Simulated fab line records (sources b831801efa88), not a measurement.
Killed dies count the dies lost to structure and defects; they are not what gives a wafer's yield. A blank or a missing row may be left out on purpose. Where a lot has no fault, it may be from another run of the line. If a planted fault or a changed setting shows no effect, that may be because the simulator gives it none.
Lot-split experiment | flow sfq line | 5 lots, 23 wafers read, on a route of 325 steps

SPLIT DETAILS
At SFQ_TRILAYER_C5_LITHO_EXPOSE_152 (exposes mask C5, target cd 500 nm), the setting dose mj was moved away from the recipe's 21.3 on 7 of the 23 wafers read, by -5.7% to +2.9%. For the rest of the wafers, this setting stayed at what the recipe calls for.

FROM THE SPLIT TO THE READING: what the file shows between them, 2 steps
- SFQ_TRILAYER_C5_LITHO_PEB_154: peb time 62.87 s
- SFQ_TRILAYER_C5_LITHO_DEVELOP_153: time 60 s

THE READING
C5.cd nm (the simulator's own value, which no gauge read), in nm, at SFQ_TRILAYER_C5_BARC_OPEN_VIA_ETCH_210 (etches BARC in O2, target depth 125 nm, time 41.7 s). No usual value for it is given in the file. The 16 wafers here that ran the recipe average 506.6 nm, standard deviation 2.1 nm.

wafer  | tool, chamber at the split | dose mj as run | against the recipe | C5.cd nm, nm | against lot-mates on the recipe
L074.1 | krf scanner-02, 0          | 21.3           | recipe             | 507.9        | -
L074.4 | krf scanner-02, 0          | 21.3           | recipe             | 509          | -
L074.5 | krf scanner-02, 0          | 21.3           | recipe             | 508.7        | -
L076.1 | krf scanner-01, 0          | 20.09          | -5.7%              | 495.9        | -7.0
L076.2 | krf scanner-01, 0          | 20.09          | -5.7%              | 493.4        | -9.5
L076.3 | krf scanner-01, 0          | 21.3           | recipe             | 502.6        | -
L076.4 | krf scanner-01, 0          | 21.3           | recipe             | 503.4        | -
L076.5 | krf scanner-01, 0          | 21.3           | recipe             | 502.8        | -
L079.1 | krf scanner-01, 0          | 21.3           | recipe             | 508.5        | -
L079.2 | krf scanner-01, 0          | 21.3           | recipe             | 507.1        | -
L079.3 | krf scanner-01, 0          | 21.3           | recipe             | 506.6        | -
L079.6 | krf scanner-01, 0          | 21.3           | recipe             | 506.6        | -
L079.4 | krf scanner-01, 0          | 21.3           | recipe             | 508.6        | -
L080.1 | krf scanner-01, 0          | 21.92          | +2.9%              | 510.5        | +4.4
L080.2 | krf scanner-01, 0          | 21.92          | +2.9%              | 512.8        | +6.7
L080.4 | krf scanner-01, 0          | 21.3           | recipe             | 506.1        | -
L080.5 | krf scanner-01, 0          | 21.3           | recipe             | 507.3        | -
L080.6 | krf scanner-01, 0          | 21.3           | recipe             | 504.9        | -
L084.1 | krf scanner-01, 0          | 21.3           | recipe             | 507.2        | -
L084.2 | krf scanner-01, 0          | 21.86          | +2.6%              | 511.7        | +3.8
L084.3 | krf scanner-01, 0          | 21.3           | recipe             | 508.6        | -
L084.4 | krf scanner-01, 0          | 21.86          | +2.6%              | 512.4        | +4.5
L084.5 | krf scanner-01, 0          | 21.86          | +2.6%              | 512.5        | +4.6

FIT RESULTS
A straight line over all 23 wafers: C5.cd nm changes by +2.05 nm for each +1% of dose mj; r = +0.92; the points scatter about the line by 1.9 nm.
The same after taking each lot's own level away (the mean of its wafers on the recipe; 23 wafers): +1.56 nm for each +1%; r = +0.97; scatter 0.9 nm.
According to that fit, moving dose mj by its largest amount changes the reading by 8.9 nm.
Measured against the standard deviation above, the lots' own levels, which go from 502.93 to 508.53 nm, span 2.7 times it.
Thus the slope moves with the lot-to-lot level: the two fits are different.
Check: -9.72 nm against its lot-mates is what the line predicts for one of the wafers moved furthest among these (-5.7%) when that wafer is left out of the fit. It came out at -7.03 nm against them.

FILE'S OWN FIT
C5.cd nm changes by +1.56 nm for each +1% of dose mj, r = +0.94.
